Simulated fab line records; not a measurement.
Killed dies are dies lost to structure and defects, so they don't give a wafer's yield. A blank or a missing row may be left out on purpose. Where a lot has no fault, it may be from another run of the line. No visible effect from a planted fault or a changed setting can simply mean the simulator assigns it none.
Which tool was responsible? || flow gf180mcu || 24 lots with 72 wafers sampled at 6 steps, on a route of 602 steps

WHAT EACH GAUGE READ, for each wafer
GF_V4_THK_MEAS_01.
{"lot": "L074", "measured": "day 23 09:39", "on": "film metro-01", "V4_CVD_00_THK (nm)": "587 590 590"}
{"lot": "L075", "measured": "day 23 16:59", "on": "film metro-01", "V4_CVD_00_THK (nm)": "594 598 594"}
{"lot": "L076", "measured": "day 24 05:26", "on": "film metro-02", "V4_CVD_00_THK (nm)": "601 598 602"}
{"lot": "L077", "measured": "day 24 09:40", "on": "film metro-01", "V4_CVD_00_THK (nm)": "597 591 598"}
{"lot": "L078", "measured": "day 24 21:35", "on": "film metro-03", "V4_CVD_00_THK (nm)": "595 597 600"}
{"lot": "L079", "measured": "day 25 07:27", "on": "film metro-01", "V4_CVD_00_THK (nm)": "603 604 603"}
{"lot": "L080", "measured": "day 25 11:46", "on": "film metro-01", "V4_CVD_00_THK (nm)": "584 591 587"}
{"lot": "L081", "measured": "day 25 19:41", "on": "film metro-01", "V4_CVD_00_THK (nm)": "602 610 607"}
{"lot": "L082", "measured": "day 26 08:41", "on": "film metro-01", "V4_CVD_00_THK (nm)": "614 608 607"}
{"lot": "L083", "measured": "day 26 16:23", "on": "film metro-03", "V4_CVD_00_THK (nm)": "600 612 598"}
{"lot": "L084", "measured": "day 26 21:31", "on": "film metro-01", "V4_CVD_00_THK (nm)": "604 606 607"}
{"lot": "L085", "measured": "day 27 06:49", "on": "film metro-01", "V4_CVD_00_THK (nm)": "606 609 603"}
{"lot": "L086", "measured": "day 27 13:30", "on": "film metro-01", "V4_CVD_00_THK (nm)": "601 608 612"}
{"lot": "L087", "measured": "day 27 19:38", "on": "film metro-03", "V4_CVD_00_THK (nm)": "603 593 588"}
{"lot": "L089", "measured": "day 28 04:56", "on": "film metro-03", "V4_CVD_00_THK (nm)": "593 595 598"}
{"lot": "L088", "measured": "day 28 10:25", "on": "film metro-01", "V4_CVD_00_THK (nm)": "587 588 579"}
{"lot": "L090", "measured": "day 28 15:26", "on": "film metro-03", "V4_CVD_00_THK (nm)": "599 606 598"}
{"lot": "L091", "measured": "day 29 02:43", "on": "film metro-03", "V4_CVD_00_THK (nm)": "589 597 590"}
{"lot": "L092", "measured": "day 29 10:34", "on": "film metro-02", "V4_CVD_00_THK (nm)": "593 596 589"}
{"lot": "L093", "measured": "day 29 11:08", "on": "film metro-02", "V4_CVD_00_THK (nm)": "585 593 598"}
{"lot": "L094", "measured": "day 29 20:06", "on": "film metro-02", "V4_CVD_00_THK (nm)": "590 586 592"}
{"lot": "L095", "measured": "day 30 00:59", "on": "film metro-03", "V4_CVD_00_THK (nm)": "596 601 591"}
{"lot": "L097", "measured": "day 30 10:34", "on": "film metro-03", "V4_CVD_00_THK (nm)": "595 595 584"}
{"lot": "L096", "measured": "day 30 12:50", "on": "film metro-03", "V4_CVD_00_THK (nm)": "599 590 587"}

GF_TOP_METAL_CD_MEAS_14: target cd 440 nm.
{"lot": "L074", "measured": "day 28 00:13", "on": "cd sem-01", "cd nm (nm)": "439.2 439.1 436.8"}
{"lot": "L075", "measured": "day 28 07:35", "on": "cd sem-01", "cd nm (nm)": "437.2 440.2 437.5"}
{"lot": "L076", "measured": "day 28 19:58", "on": "cd sem-01", "cd nm (nm)": "438.3 437.4 439.4"}
{"lot": "L077", "measured": "day 28 22:08", "on": "cd sem-01", "cd nm (nm)": "439.6 441.2 439.3"}
{"lot": "L078", "measured": "day 29 07:25", "on": "cd sem-01", "cd nm (nm)": "437.4 437.8 437.1"}
{"lot": "L079", "measured": "day 29 17:15", "on": "cd sem-02", "cd nm (nm)": "441.2 440.2 442.4"}
{"lot": "L080", "measured": "day 29 20:27", "on": "cd sem-02", "cd nm (nm)": "447.8 444.7 445.0"}
{"lot": "L081", "measured": "day 30 04:36", "on": "cd sem-01", "cd nm (nm)": "437.1 436.7 438.9"}
{"lot": "L082", "measured": "day 30 16:28", "on": "cd sem-02", "cd nm (nm)": "442.0 440.6 440.6"}
{"lot": "L083", "measured": "day 30 22:43", "on": "cd sem-02", "cd nm (nm)": "439.3 438.1 439.3"}
{"lot": "L084", "measured": "day 31 02:28", "on": "cd sem-01", "cd nm (nm)": "442.4 444.0 442.5"}
{"lot": "L085", "measured": "day 31 09:56", "on": "cd sem-01", "cd nm (nm)": "441.1 440.0 443.1"}
{"lot": "L086", "measured": "day 31 17:20", "on": "cd sem-02", "cd nm (nm)": "445.0 446.0 443.7"}
{"lot": "L087", "measured": "day 31 21:59", "on": "cd sem-02", "cd nm (nm)": "440.8 440.0 436.1"}
{"lot": "L089", "measured": "day 32 04:33", "on": "cd sem-01", "cd nm (nm)": "438.5 436.6 438.8"}
{"lot": "L088", "measured": "day 32 13:00", "on": "cd sem-01", "cd nm (nm)": "437.9 439.6 438.0"}
{"lot": "L090", "measured": "day 32 16:35", "on": "cd sem-01", "cd nm (nm)": "440.0 439.8 439.2"}
{"lot": "L091", "measured": "day 32 23:29", "on": "cd sem-02", "cd nm (nm)": "438.6 437.9 438.2"}
{"lot": "L092", "measured": "day 33 07:44", "on": "cd sem-01", "cd nm (nm)": "441.8 439.8 441.9"}
{"lot": "L093", "measured": "day 33 08:09", "on": "cd sem-02", "cd nm (nm)": "440.7 442.4 438.7"}
{"lot": "L094", "measured": "day 33 13:56", "on": "cd sem-01", "cd nm (nm)": "443.2 439.6 440.8"}
{"lot": "L095", "measured": "day 33 18:01", "on": "cd sem-02", "cd nm (nm)": "441.7 442.2 440.2"}
{"lot": "L097", "measured": "day 34 02:38", "on": "cd sem-01", "cd nm (nm)": "437.7 440.0 437.5"}
{"lot": "L096", "measured": "day 34 04:32", "on": "cd sem-01", "cd nm (nm)": "437.8 439.8 436.3"}

EACH LOT AND THE TOOL THAT RAN IT (in order: tool; ch and the chambers of the sampled wafers; start)
{"lot": "L074", "GF_V4_CMP_04": "cmp-02 ch 0,3, day 23 09:52", "GF_V4_ETCH_16": "rie diel-01 ch 0,2,3, day 24 08:29", "GF_V5_CMP_26": "cmp-01 ch 0,1, day 27 04:04", "GF_TOP_METAL_SPUTTER_02": "pvd sputter-03, day 27 04:30"}
{"lot": "L075", "GF_V4_CMP_04": "cmp-02 ch 0,1,3, day 23 17:16", "GF_V4_ETCH_16": "rie diel-02 ch 0,1,2, day 24 15:38", "GF_V5_CMP_26": "cmp-02 ch 0,3, day 27 11:12", "GF_TOP_METAL_SPUTTER_02": "pvd sputter-01, day 27 11:38"}
{"lot": "L076", "GF_V4_CMP_04": "cmp-02 ch 0,1, day 24 05:40", "GF_V4_ETCH_16": "rie diel-02 ch 0,1,3, day 25 03:41", "GF_V5_CMP_26": "cmp-02 ch 2,3, day 27 23:32", "GF_TOP_METAL_SPUTTER_02": "pvd sputter-03, day 27 23:55"}
{"lot": "L077", "GF_V4_CMP_04": "cmp-01 ch 0,1,3, day 24 09:50", "GF_V4_ETCH_16": "rie diel-01 ch 0,2,3, day 25 07:47", "GF_V5_CMP_26": "cmp-01 ch 0,1,3, day 28 02:25", "GF_TOP_METAL_SPUTTER_02": "pvd sputter-01, day 28 02:51"}
{"lot": "L078", "GF_V4_CMP_04": "cmp-01 ch 2,3, day 24 21:45", "GF_V4_ETCH_16": "rie diel-01 ch 0,2, day 25 19:14", "GF_V5_CMP_26": "cmp-01 ch 0,2,3, day 28 12:44", "GF_TOP_METAL_SPUTTER_02": "pvd sputter-03, day 28 13:10"}
{"lot": "L079", "GF_V4_CMP_04": "cmp-01 ch 2,3, day 25 07:38", "GF_V4_ETCH_16": "rie diel-01 ch 1,2,3, day 26 05:38", "GF_V5_CMP_26": "cmp-02 ch 0,1, day 28 22:15", "GF_TOP_METAL_SPUTTER_02": "pvd sputter-02, day 28 22:41"}
{"lot": "L080", "GF_V4_CMP_04": "cmp-02 ch 0,2,3, day 25 11:56", "GF_V4_ETCH_16": "rie diel-01 ch 1,2,3, day 26 09:20", "GF_V5_CMP_26": "cmp-01 ch 0,2,3, day 29 01:04", "GF_TOP_METAL_SPUTTER_02": "pvd sputter-01, day 29 01:29"}
{"lot": "L081", "GF_V4_CMP_04": "cmp-01 ch 1,2,3, day 25 19:52", "GF_V4_ETCH_16": "rie diel-03 ch 1,2,3, day 26 16:37", "GF_V5_CMP_26": "cmp-02 ch 0,2,3, day 29 08:59", "GF_TOP_METAL_SPUTTER_02": "pvd sputter-03, day 29 09:22"}
{"lot": "L082", "GF_V4_CMP_04": "cmp-02 ch 1,2, day 26 08:54", "GF_V4_ETCH_16": "rie diel-03 ch 0,1,3, day 27 06:47", "GF_V5_CMP_26": "cmp-02 ch 0,1,2, day 29 21:26", "GF_TOP_METAL_SPUTTER_02": "pvd sputter-03, day 29 21:52"}
{"lot": "L083", "GF_V4_CMP_04": "cmp-01 ch 0,3, day 26 16:45", "GF_V4_ETCH_16": "rie diel-02 ch 1,3, day 27 13:29", "GF_V5_CMP_26": "cmp-02 ch 2,3, day 30 04:04", "GF_TOP_METAL_SPUTTER_02": "pvd sputter-03, day 30 04:29"}
{"lot": "L084", "GF_V4_CMP_04": "cmp-01 ch 1,2,3, day 26 21:50", "GF_V4_ETCH_16": "rie diel-01 ch 0,1, day 27 18:05", "GF_V5_CMP_26": "cmp-01 ch 0,2,3, day 30 08:10", "GF_TOP_METAL_SPUTTER_02": "pvd sputter-03, day 30 08:27"}
{"lot": "L085", "GF_V4_CMP_04": "cmp-01 ch 1,2,3, day 27 07:03", "GF_V4_ETCH_16": "rie diel-03 ch 0,1,2, day 28 03:13", "GF_V5_CMP_26": "cmp-01 ch 0,2, day 30 16:43", "GF_TOP_METAL_SPUTTER_02": "pvd sputter-03, day 30 17:05"}
{"lot": "L086", "GF_V4_CMP_04": "cmp-01 ch 1,2, day 27 13:43", "GF_V4_ETCH_16": "rie diel-02 ch 0,1,2, day 28 09:20", "GF_V5_CMP_26": "cmp-01 ch 1,2,3, day 30 23:31", "GF_TOP_METAL_SPUTTER_02": "pvd sputter-03, day 30 23:51"}
{"lot": "L087", "GF_V4_CMP_04": "cmp-02 ch 0,1,3, day 27 19:52", "GF_V4_ETCH_16": "rie diel-01 ch 1,3, day 28 15:40", "GF_V5_CMP_26": "cmp-01 ch 1,2,3, day 31 04:21", "GF_TOP_METAL_SPUTTER_02": "pvd sputter-03, day 31 04:47"}
{"lot": "L089", "GF_V4_CMP_04": "cmp-01 ch 0,2, day 28 05:10", "GF_V4_ETCH_16": "rie diel-03 ch 0,1, day 29 01:08", "GF_V5_CMP_26": "cmp-01 ch 0,1,2, day 31 12:23", "GF_TOP_METAL_SPUTTER_02": "pvd sputter-02, day 31 12:49"}
{"lot": "L088", "GF_V4_CMP_04": "cmp-01 ch 0,3, day 28 10:36", "GF_V4_ETCH_16": "rie diel-01 ch 1,3, day 29 06:35", "GF_V5_CMP_26": "cmp-02 ch 0,1,2, day 31 20:19", "GF_TOP_METAL_SPUTTER_02": "pvd sputter-02, day 31 20:42"}
{"lot": "L090", "GF_V4_CMP_04": "cmp-02 ch 1,2, day 28 15:38", "GF_V4_ETCH_16": "rie diel-03 ch 2,3, day 29 11:28", "GF_V5_CMP_26": "cmp-02 ch 0,2,3, day 31 23:55", "GF_TOP_METAL_SPUTTER_02": "pvd sputter-02, day 32 00:18"}
{"lot": "L091", "GF_V4_CMP_04": "cmp-02 ch 0,1,3, day 29 02:54", "GF_V4_ETCH_16": "rie diel-03 ch 0,2,3, day 29 22:31", "GF_V5_CMP_26": "cmp-02 ch 1,2, day 32 07:12", "GF_TOP_METAL_SPUTTER_02": "pvd sputter-02, day 32 07:38"}
{"lot": "L092", "GF_V4_CMP_04": "cmp-01 ch 1,2,3, day 29 10:45", "GF_V4_ETCH_16": "rie diel-02 ch 0,1,2, day 30 05:13", "GF_V5_CMP_26": "cmp-02 ch 2,3, day 32 15:30", "GF_TOP_METAL_SPUTTER_02": "pvd sputter-02, day 32 15:53"}
{"lot": "L093", "GF_V4_CMP_04": "cmp-02 ch 1,2,3, day 29 11:25", "GF_V4_ETCH_16": "rie diel-03 ch 0,3, day 30 06:11", "GF_V5_CMP_26": "cmp-01 ch 0,1,2, day 32 15:59", "GF_TOP_METAL_SPUTTER_02": "pvd sputter-02, day 32 16:25"}
{"lot": "L094", "GF_V4_CMP_04": "cmp-02 ch 0,1,3, day 29 20:23", "GF_V4_ETCH_16": "rie diel-02 ch 0,1, day 30 14:58", "GF_V5_CMP_26": "cmp-01 ch 1,2,3, day 32 22:01", "GF_TOP_METAL_SPUTTER_02": "pvd sputter-02, day 32 22:20"}
{"lot": "L095", "GF_V4_CMP_04": "cmp-01 ch 2,3, day 30 01:10", "GF_V4_ETCH_16": "rie diel-01 ch 1,2,3, day 30 19:47", "GF_V5_CMP_26": "cmp-02 ch 0,1,2, day 33 02:03", "GF_TOP_METAL_SPUTTER_02": "pvd sputter-03, day 33 02:29"}
{"lot": "L097", "GF_V4_CMP_04": "cmp-01 ch 1,2, day 30 10:48", "GF_V4_ETCH_16": "rie diel-01 ch 0,2,3, day 31 04:56", "GF_V5_CMP_26": "cmp-02 ch 0,1, day 33 11:00", "GF_TOP_METAL_SPUTTER_02": "pvd sputter-02, day 33 11:23"}
{"lot": "L096", "GF_V4_CMP_04": "cmp-01 ch 0,3, day 30 13:02", "GF_V4_ETCH_16": "rie diel-03 ch 0,1,2, day 31 06:53", "GF_V5_CMP_26": "cmp-01 ch 0,1,2, day 33 12:41", "GF_TOP_METAL_SPUTTER_02": "pvd sputter-02, day 33 13:04"}
- GF_V4_CMP_04: polishes SiO2.
- GF_V4_ETCH_16: etches BARC in N2/H2.
- GF_V5_CMP_26: polishes, stops on SiO2, t overpolish 15 s, target thk 0 nm.
- GF_TOP_METAL_SPUTTER_02: material AlCu, target thk 900 nm, time 47.82 s.

WHAT THE TOOLS THEMSELVES READ (means of the sampled wafers that have a number; where no wafer has one, the mark that the record gives instead)
GF_V4_CMP_04.
{"lot": "L074", "tool": "cmp-02", "motor current A (A)": 10.2, "time to endpoint s (s)": 81}
{"lot": "L075", "tool": "cmp-02", "motor current A (A)": 11.0, "time to endpoint s (s)": 85}
{"lot": "L076", "tool": "cmp-02", "motor current A (A)": 11.4, "time to endpoint s (s)": 78}
{"lot": "L077", "tool": "cmp-01", "motor current A (A)": 11.7, "time to endpoint s (s)": 88}
{"lot": "L078", "tool": "cmp-01", "motor current A (A)": 14.3, "time to endpoint s (s)": 85}
{"lot": "L079", "tool": "cmp-01", "motor current A (A)": 13.6, "time to endpoint s (s)": 86}
{"lot": "L080", "tool": "cmp-02", "motor current A (A)": 11.2, "time to endpoint s (s)": 82}
{"lot": "L081", "tool": "cmp-01", "motor current A (A)": 12.6, "time to endpoint s (s)": 77}
{"lot": "L082", "tool": "cmp-02", "motor current A (A)": 12.0, "time to endpoint s (s)": 81}
{"lot": "L083", "tool": "cmp-01", "motor current A (A)": 12.1, "time to endpoint s (s)": 90}
{"lot": "L084", "tool": "cmp-01", "motor current A (A)": 12.7, "time to endpoint s (s)": 79}
{"lot": "L085", "tool": "cmp-01", "motor current A (A)": 12.6, "time to endpoint s (s)": 81}
{"lot": "L086", "tool": "cmp-01", "motor current A (A)": 12.7, "time to endpoint s (s)": 87}
{"lot": "L087", "tool": "cmp-02", "motor current A (A)": 10.7, "time to endpoint s (s)": 84}
{"lot": "L089", "tool": "cmp-01", "motor current A (A)": 11.3, "time to endpoint s (s)": 85}
{"lot": "L088", "tool": "cmp-01", "motor current A (A)": 13.0, "time to endpoint s (s)": 87}
{"lot": "L090", "tool": "cmp-02", "motor current A (A)": 12.9, "time to endpoint s (s)": 77}
{"lot": "L091", "tool": "cmp-02", "motor current A (A)": 10.9, "time to endpoint s (s)": 82}
{"lot": "L092", "tool": "cmp-01", "motor current A (A)": 12.7, "time to endpoint s (s)": 81}
{"lot": "L093", "tool": "cmp-02", "motor current A (A)": 11.7, "time to endpoint s (s)": 80}
{"lot": "L094", "tool": "cmp-02", "motor current A (A)": 10.9, "time to endpoint s (s)": 89}
{"lot": "L095", "tool": "cmp-01", "motor current A (A)": 13.9, "time to endpoint s (s)": 74}
{"lot": "L097", "tool": "cmp-01", "motor current A (A)": 13.0, "time to endpoint s (s)": 87}
{"lot": "L096", "tool": "cmp-01", "motor current A (A)": 11.7, "time to endpoint s (s)": 77}

GF_V4_ETCH_16.
{"lot": "L074", "tool": "rie diel-01", "drypump motor current A (A)": 5.7, "oes product au (a.u.)": 0.853, "throttle valve pct (%)": 13.218}
{"lot": "L075", "tool": "rie diel-02", "drypump motor current A (A)": 5.5, "oes product au (a.u.)": 0.851, "throttle valve pct (%)": 13.221}
{"lot": "L076", "tool": "rie diel-02", "drypump motor current A (A)": 5.8, "oes product au (a.u.)": 0.855, "throttle valve pct (%)": 13.217}
{"lot": "L077", "tool": "rie diel-01", "drypump motor current A (A)": 5.8, "oes product au (a.u.)": 0.852, "throttle valve pct (%)": 13.229}
{"lot": "L078", "tool": "rie diel-01", "drypump motor current A (A)": 5.9, "oes product au (a.u.)": 0.851, "throttle valve pct (%)": 13.220}
{"lot": "L079", "tool": "rie diel-01", "drypump motor current A (A)": 5.6, "oes product au (a.u.)": 0.854, "throttle valve pct (%)": 13.230}
{"lot": "L080", "tool": "rie diel-01", "drypump motor current A (A)": 5.6, "oes product au (a.u.)": 0.851, "throttle valve pct (%)": 13.219}
{"lot": "L081", "tool": "rie diel-03", "drypump motor current A (A)": 5.6, "oes product au (a.u.)": 0.851, "throttle valve pct (%)": 13.220}
{"lot": "L082", "tool": "rie diel-03", "drypump motor current A (A)": 5.6, "oes product au (a.u.)": 0.856, "throttle valve pct (%)": 13.226}
{"lot": "L083", "tool": "rie diel-02", "drypump motor current A (A)": 6.0, "oes product au (a.u.)": 0.851, "throttle valve pct (%)": 13.227}
{"lot": "L084", "tool": "rie diel-01", "drypump motor current A (A)": 5.6, "oes product au (a.u.)": 0.856, "throttle valve pct (%)": 13.231}
{"lot": "L085", "tool": "rie diel-03", "drypump motor current A (A)": 5.7, "oes product au (a.u.)": 0.851, "throttle valve pct (%)": 13.224}
{"lot": "L086", "tool": "rie diel-02", "drypump motor current A (A)": 5.5, "oes product au (a.u.)": 0.850, "throttle valve pct (%)": 13.224}
{"lot": "L087", "tool": "rie diel-01", "drypump motor current A (A)": 5.5, "oes product au (a.u.)": 0.857, "throttle valve pct (%)": 13.236}
{"lot": "L089", "tool": "rie diel-03", "drypump motor current A (A)": 5.6, "oes product au (a.u.)": 0.855, "throttle valve pct (%)": 13.237}
{"lot": "L088", "tool": "rie diel-01", "drypump motor current A (A)": 5.5, "oes product au (a.u.)": 0.852, "throttle valve pct (%)": 13.220}
{"lot": "L090", "tool": "rie diel-03", "drypump motor current A (A)": 5.7, "oes product au (a.u.)": 0.852, "throttle valve pct (%)": 13.216}
{"lot": "L091", "tool": "rie diel-03", "drypump motor current A (A)": 5.7, "oes product au (a.u.)": 0.854, "throttle valve pct (%)": 13.228}
{"lot": "L092", "tool": "rie diel-02", "drypump motor current A (A)": 5.5, "oes product au (a.u.)": 0.855, "throttle valve pct (%)": 13.216}
{"lot": "L093", "tool": "rie diel-03", "drypump motor current A (A)": 5.6, "oes product au (a.u.)": 0.848, "throttle valve pct (%)": 13.219}
{"lot": "L094", "tool": "rie diel-02", "drypump motor current A (A)": 5.7, "oes product au (a.u.)": 0.857, "throttle valve pct (%)": 13.219}
{"lot": "L095", "tool": "rie diel-01", "drypump motor current A (A)": 5.6, "oes product au (a.u.)": 0.850, "throttle valve pct (%)": 13.216}
{"lot": "L097", "tool": "rie diel-01", "drypump motor current A (A)": 5.7, "oes product au (a.u.)": 0.856, "throttle valve pct (%)": 13.222}
{"lot": "L096", "tool": "rie diel-03", "drypump motor current A (A)": 5.7, "oes product au (a.u.)": 0.855, "throttle valve pct (%)": 13.225}

GF_V5_CMP_26.
{"lot": "L074", "tool": "cmp-01", "motor current A (A)": 10.0, "overpolish run s (s)": 15.001, "time to endpoint s (s)": 90}
{"lot": "L075", "tool": "cmp-02", "motor current A (A)": 9.3, "overpolish run s (s)": 14.997, "time to endpoint s (s)": 89}
{"lot": "L076", "tool": "cmp-02", "motor current A (A)": 9.8, "overpolish run s (s)": 14.991, "time to endpoint s (s)": 86}
{"lot": "L077", "tool": "cmp-01", "motor current A (A)": 10.8, "overpolish run s (s)": 14.999, "time to endpoint s (s)": 92}
{"lot": "L078", "tool": "cmp-01", "motor current A (A)": 11.8, "overpolish run s (s)": 14.997, "time to endpoint s (s)": 88}
{"lot": "L079", "tool": "cmp-02", "motor current A (A)": 9.9, "overpolish run s (s)": 15.004, "time to endpoint s (s)": 87}
{"lot": "L080", "tool": "cmp-01", "motor current A (A)": 12.0, "overpolish run s (s)": 14.997, "time to endpoint s (s)": 87}
{"lot": "L081", "tool": "cmp-02", "motor current A (A)": 10.3, "overpolish run s (s)": 15.002, "time to endpoint s (s)": 83}
{"lot": "L082", "tool": "cmp-02", "motor current A (A)": 11.1, "overpolish run s (s)": 15.007, "time to endpoint s (s)": 87}
{"lot": "L083", "tool": "cmp-02", "motor current A (A)": 10.2, "overpolish run s (s)": 15.002, "time to endpoint s (s)": 87}
{"lot": "L084", "tool": "cmp-01", "motor current A (A)": 12.0, "overpolish run s (s)": 14.999, "time to endpoint s (s)": 85}
{"lot": "L085", "tool": "cmp-01", "motor current A (A)": 10.7, "overpolish run s (s)": 15.004, "time to endpoint s (s)": 86}
{"lot": "L086", "tool": "cmp-01", "motor current A (A)": 11.9, "overpolish run s (s)": 14.995, "time to endpoint s (s)": 88}
{"lot": "L087", "tool": "cmp-01", "motor current A (A)": 11.5, "overpolish run s (s)": 15.011, "time to endpoint s (s)": 85}
{"lot": "L089", "tool": "cmp-01", "motor current A (A)": 11.0, "overpolish run s (s)": 14.991, "time to endpoint s (s)": 84}
{"lot": "L088", "tool": "cmp-02", "motor current A (A)": 10.8, "overpolish run s (s)": 15.002, "time to endpoint s (s)": 86}
{"lot": "L090", "tool": "cmp-02", "motor current A (A)": 10.3, "overpolish run s (s)": 14.993, "time to endpoint s (s)": 85}
{"lot": "L091", "tool": "cmp-02", "motor current A (A)": 11.5, "overpolish run s (s)": 14.994, "time to endpoint s (s)": 81}
{"lot": "L092", "tool": "cmp-02", "motor current A (A)": 11.4, "overpolish run s (s)": 14.990, "time to endpoint s (s)": 81}
{"lot": "L093", "tool": "cmp-01", "motor current A (A)": 10.4, "overpolish run s (s)": 15.000, "time to endpoint s (s)": 88}
{"lot": "L094", "tool": "cmp-01", "motor current A (A)": 11.5, "overpolish run s (s)": 14.986, "time to endpoint s (s)": 88}
{"lot": "L095", "tool": "cmp-02", "motor current A (A)": 10.9, "overpolish run s (s)": 15.001, "time to endpoint s (s)": 82}
{"lot": "L097", "tool": "cmp-02", "motor current A (A)": 10.1, "overpolish run s (s)": 14.996, "time to endpoint s (s)": 81}
{"lot": "L096", "tool": "cmp-01", "motor current A (A)": 10.5, "overpolish run s (s)": 15.000, "time to endpoint s (s)": 92}

GF_TOP_METAL_SPUTTER_02.
{"lot": "L074", "tool": "pvd sputter-03", "throttle valve pct (%)": 29.9}
{"lot": "L075", "tool": "pvd sputter-01", "throttle valve pct (%)": 30.9}
{"lot": "L076", "tool": "pvd sputter-03", "throttle valve pct (%)": 29.5}
{"lot": "L077", "tool": "pvd sputter-01", "throttle valve pct (%)": 30.9}
{"lot": "L078", "tool": "pvd sputter-03", "throttle valve pct (%)": 29.6}
{"lot": "L079", "tool": "pvd sputter-02", "throttle valve pct (%)": 29.5}
{"lot": "L080", "tool": "pvd sputter-01", "throttle valve pct (%)": 30.7}
{"lot": "L081", "tool": "pvd sputter-03", "throttle valve pct (%)": 29.9}
{"lot": "L082", "tool": "pvd sputter-03", "throttle valve pct (%)": 29.9}
{"lot": "L083", "tool": "pvd sputter-03", "throttle valve pct (%)": 29.8}
{"lot": "L084", "tool": "pvd sputter-03", "throttle valve pct (%)": 30.0}
{"lot": "L085", "tool": "pvd sputter-03", "throttle valve pct (%)": 30.0}
{"lot": "L086", "tool": "pvd sputter-03", "throttle valve pct (%)": 29.7}
{"lot": "L087", "tool": "pvd sputter-03", "throttle valve pct (%)": 29.7}
{"lot": "L089", "tool": "pvd sputter-02", "throttle valve pct (%)": 29.7}
{"lot": "L088", "tool": "pvd sputter-02", "throttle valve pct (%)": 28.8}
{"lot": "L090", "tool": "pvd sputter-02", "throttle valve pct (%)": 29.5}
{"lot": "L091", "tool": "pvd sputter-02", "throttle valve pct (%)": 29.7}
{"lot": "L092", "tool": "pvd sputter-02", "throttle valve pct (%)": 29.7}
{"lot": "L093", "tool": "pvd sputter-02", "throttle valve pct (%)": 30.7}
{"lot": "L094", "tool": "pvd sputter-02", "throttle valve pct (%)": 29.6}
{"lot": "L095", "tool": "pvd sputter-03", "throttle valve pct (%)": 30.1}
{"lot": "L097", "tool": "pvd sputter-02", "throttle valve pct (%)": 29.1}
{"lot": "L096", "tool": "pvd sputter-02", "throttle valve pct (%)": 30.0}

THE ANSWER, worked out from the rows above alone
Rule: what is usual is taken from the lots themselves. Put in order of their means at a reading, lots are off if they are a third of the lots or fewer, leave a main group of 4 or more, and stand apart from it by a gap of 3 or more times the standard deviation of the main group's means; of several such gaps the widest counts. Not used: any main group whose means are identical at the precision the tables above print for the reading. Also off: a lot with no number at a reading for which 4 or more lots have one. All remaining lots with rows at the step are treated as sound. First the gauges in route order, then the tools' own readings, where a lot's mean is used as printed above. The first step at which some lot is off is used, and at that step the reading that is off furthest; a lot without a number counts as furthest.
Nothing can be told from this: no lot is off at any reading shown.

WHAT HAD BEEN PUT IN BY THE SIMULATOR
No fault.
